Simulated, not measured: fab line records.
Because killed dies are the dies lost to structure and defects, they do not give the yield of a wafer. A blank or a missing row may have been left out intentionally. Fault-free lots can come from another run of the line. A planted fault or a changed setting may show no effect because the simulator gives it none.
Matching of chambers :: flow sky130 :: SKY_VIA1_CMP_02 on cmp-02 has 4 sister chambers
The step polishes SiO2. 8 wafers are shown with their chamber, then 9 later ones without.

== EACH WAFER AND ITS CHAMBER ==
wafer: L589.1
chamber: 3
motor current A (A): 12.1

wafer: L597.5
chamber: 1
motor current A (A): 12.8

wafer: L600.1
chamber: 0
motor current A (A): 12.8

wafer: L600.5
chamber: 1
motor current A (A): 12.3

wafer: L600.6
chamber: 2
motor current A (A): 11.6

wafer: L599.1
chamber: 0
motor current A (A): 13.3

wafer: L599.2
chamber: 2
motor current A (A): 11.5

wafer: L599.3
chamber: 3
motor current A (A): 12.7

== WAFERS WHOSE CHAMBER IS MISSING ==
wafer: L601.1
motor current A (A): 11.4

wafer: L601.2
motor current A (A): 12.3

wafer: L601.5
motor current A (A): 11.3

wafer: L602.1
motor current A (A): 11.6

wafer: L602.3
motor current A (A): 12.8

wafer: L602.4
motor current A (A): 13.0

wafer: L603.2
motor current A (A): 13.0

wafer: L603.3
motor current A (A): 13.1

wafer: L603.5
motor current A (A): 13.4

== EACH ONE'S CHAMBER ==
wafer: L601.1
from the rows above: 2
in truth: 2

wafer: L601.2
from the rows above: can't be placed: 3 or 1 or 0 or 2
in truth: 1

wafer: L601.5
from the rows above: 2
in truth: 2

wafer: L602.1
from the rows above: 2
in truth: 2

wafer: L602.3
from the rows above: can't be placed: 0 or 1 or 3
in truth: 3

wafer: L602.4
from the rows above: can't be placed: 0 or 1 or 3
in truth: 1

wafer: L603.2
from the rows above: can't be placed: 0 or 1 or 3
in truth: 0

wafer: L603.3
from the rows above: can't be placed: 0 or 1 or 3
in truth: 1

wafer: L603.5
from the rows above: can't be placed: 0 or 1 or 3
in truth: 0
Correct placement for 3 of the 9. Unplaceable from these rows: 6, with the true chamber sitting among the candidates in 6. Number placed wrongly: 0.
How it was worked out, from the rows above alone: a wafer's distance from a chamber is the root of the sum, over the readings, of the square of ((its reading less the chamber's mean) divided by the reading's scatter). If the next closest chamber is less than 2 further off than the closest, the wafer can't be placed; otherwise it belongs to the closest. For every chamber, the mean is computed from those of its wafers that are shown. The scatter: take each reading less its chamber's mean, square it, sum over the shown wafers, divide by the number of wafers less the number of chambers, and take the root.
